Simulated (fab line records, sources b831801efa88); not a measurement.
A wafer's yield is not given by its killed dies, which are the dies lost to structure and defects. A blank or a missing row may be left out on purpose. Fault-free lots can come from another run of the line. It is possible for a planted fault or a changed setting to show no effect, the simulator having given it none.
Which tool was responsible? / flow gf180mcu / 7 lots, 21 wafers sampled, at 1 step of a route of 602

== WHAT THE GAUGES SHOWED, per wafer ==
GF_VT_IMPLANT_RS_MEAS_48: measures by four-point-probe.
lot=L134; measured=day 8 04:10; on=filmMetro-03; LVPWELL_RS (ohm/sq)=1195 1196 1192
lot=L139; measured=day 9 12:13; on=filmMetro-03; LVPWELL_RS (ohm/sq)=1201 1199 1198
lot=L142; measured=day 10 09:32; on=filmMetro-03; LVPWELL_RS (ohm/sq)=1194 1198 1197
lot=L144; measured=day 10 18:33; on=filmMetro-04; LVPWELL_RS (ohm/sq)=1197 1198 1201
lot=L151; measured=day 12 19:19; on=filmMetro-04; LVPWELL_RS (ohm/sq)=1194 1195 1196
lot=L153; measured=day 13 12:05; on=filmMetro-01; LVPWELL_RS (ohm/sq)=1195 1195 1193
lot=L155; measured=day 13 22:14; on=filmMetro-03; LVPWELL_RS (ohm/sq)=1195 1193 1193

== WHAT TOOL EACH LOT RAN ON (gives the tool, then ch and the chambers of the sampled wafers, and finally the start) ==
The record holds no process step before these readings.

== THE ANSWER, worked out from the rows above alone ==
Rule: the usual values come from the lots themselves. The widest of any qualifying gaps counts: lots, ordered by their means at a reading, are off when they make up no more than a third of the lots, leave a main group of 4 or more, and stand apart from it by 3 or more times the standard deviation of that group's means. If all means in a main group match to the digits the tables above print for the reading, that group is not used. Also off: a lot with no number at a reading for which 4 or more lots have one. Any other lot the step has rows for is counted as sound.
Nothing can be told from this: no lot is off at any reading shown.

== WHAT HAD BEEN PUT IN BY THE SIMULATOR ==
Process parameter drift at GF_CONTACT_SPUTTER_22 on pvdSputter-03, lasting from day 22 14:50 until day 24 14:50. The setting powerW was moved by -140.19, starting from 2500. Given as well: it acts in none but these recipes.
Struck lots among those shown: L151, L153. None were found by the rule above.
